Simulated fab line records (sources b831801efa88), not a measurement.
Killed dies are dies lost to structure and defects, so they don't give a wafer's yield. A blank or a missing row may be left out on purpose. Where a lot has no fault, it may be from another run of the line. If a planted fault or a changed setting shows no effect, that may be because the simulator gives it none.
8D (eight disciplines) problem report, filled in by code    flow sfq-line    the parts of the form that need people (team, actions taken, sign-off) are left out

== 1. THE PROBLEM ==
Across 6 wafers from 2 lots, M4_NB_RS at SFQ_M4_RS_MEAS_924 averages 0.740 ohm/sq, while fault-free wafers read 0.884 ohm/sq with a standard deviation of 0.011. Relative to the usual mean, that is a shift of -13 standard deviations.
The step: measures by four-point-probe.
First observed at day 34 22:22: wafer L677.1, on film-metro-04. Wafers with a number at this step in the record: 42, from 14 lots. By rule, "out" or "out of limits" means more than 4 standard deviations away from the usual mean. Any other wafer with a number is counted as sound.

== 2. WHAT IT IS; WHAT IT IS NOT ==
question                     is                            is not
which readings at this step  M4_NB_RS                      -
which lots                   L677, L678                    L672, L675, L676, L685, L686, L687, L688, L689, L690, L691, L692, L693
which wafers of those lots   all that have a number        -
read on which gauges         film-metro-03, film-metro-04  film-metro-01
when                         from day 34 22:22             up to then (9 sound wafers); but 27 sound wafers of L685, L686, L687, L688, L689, L690, L691, L692, L693 came after

== 3. THE SUSPECTS, EACH WITH WHAT RULES IT OUT ==
Counting: a tool at a process step up to the reading stays a suspect if it ran every lot that is out and no sound lot after the first of them.
- the gauge at SFQ_M4_RS_MEAS_924 has been ruled out. 2 gauges (film-metro-03, film-metro-04) read the wafers that are out.
- pvd-sputter-05 at SFQ_TRILAYER_M4_DEP_SPUTTER_091 (material Nb, target thk 200 nm, time 133.3 s): ruled out as a lasting fault. After its first lot that is out, L677 (day 34 22:16), sound lots L687, L691, L693 ran on it.
Left after counting: nothing in the record.

== 4. THE CAUSE (what the simulator had put in) ==
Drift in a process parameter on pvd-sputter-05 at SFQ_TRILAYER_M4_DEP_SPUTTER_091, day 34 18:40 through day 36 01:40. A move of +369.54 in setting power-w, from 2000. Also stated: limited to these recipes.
It was ruled out by counting, in error; the rule expects a fault to strike all lots run on its tool from its start on, and this fault did not.

== 5. THE EFFECT CHAIN, in route order ==
Each row: a reading where the mean over the struck wafers with a number is more than 3 standard deviations away from the usual. Readings are gone through only where the record gives a usual standard deviation; hours: the median, over the lots, of the time from a lot's start at the first step in this table giving one to that lot's start at this step; sigmas: the change measured in usual standard deviations.
hours  step                                 reading             usual         on struck wafers  change  sigmas
0      SFQ_TRILAYER_M4_DEP_SPUTTER_091      cathode-dc-power-W  2000.0 W      2369.4            +369.4  +99 or more
0      SFQ_M4_RS_MEAS_924                   M4_NB_RS            0.884 ohm/sq  0.740             -0.144  -13
58     SFQ_TRILAYER_M4_ETCH_METAL_ETCH_096  oes-product-au      0.897 a.u.    0.992             +0.095  +11
Process steps it contains:
- SFQ_TRILAYER_M4_DEP_SPUTTER_091: material Nb, target thk 200 nm, time 133.3 s.
- SFQ_TRILAYER_M4_ETCH_METAL_ETCH_096: etches Nb in Cl2/Ar, stops on SiO2, target depth 240 nm, time 120 s.

== 6. HOW IT WOULD HAVE BEEN CAUGHT EARLIER ==
The first out-of-limits reading at a measuring or inspecting step in this record came at day 34 22:22, 4 hours after the fault's start at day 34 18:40.
At SFQ_TRILAYER_M4_DEP_SPUTTER_091, the tool's own readings (cathode-dc-power-W) were out on each struck wafer the step has a row for, so an alarm limit on them would have fired on the first such wafer.
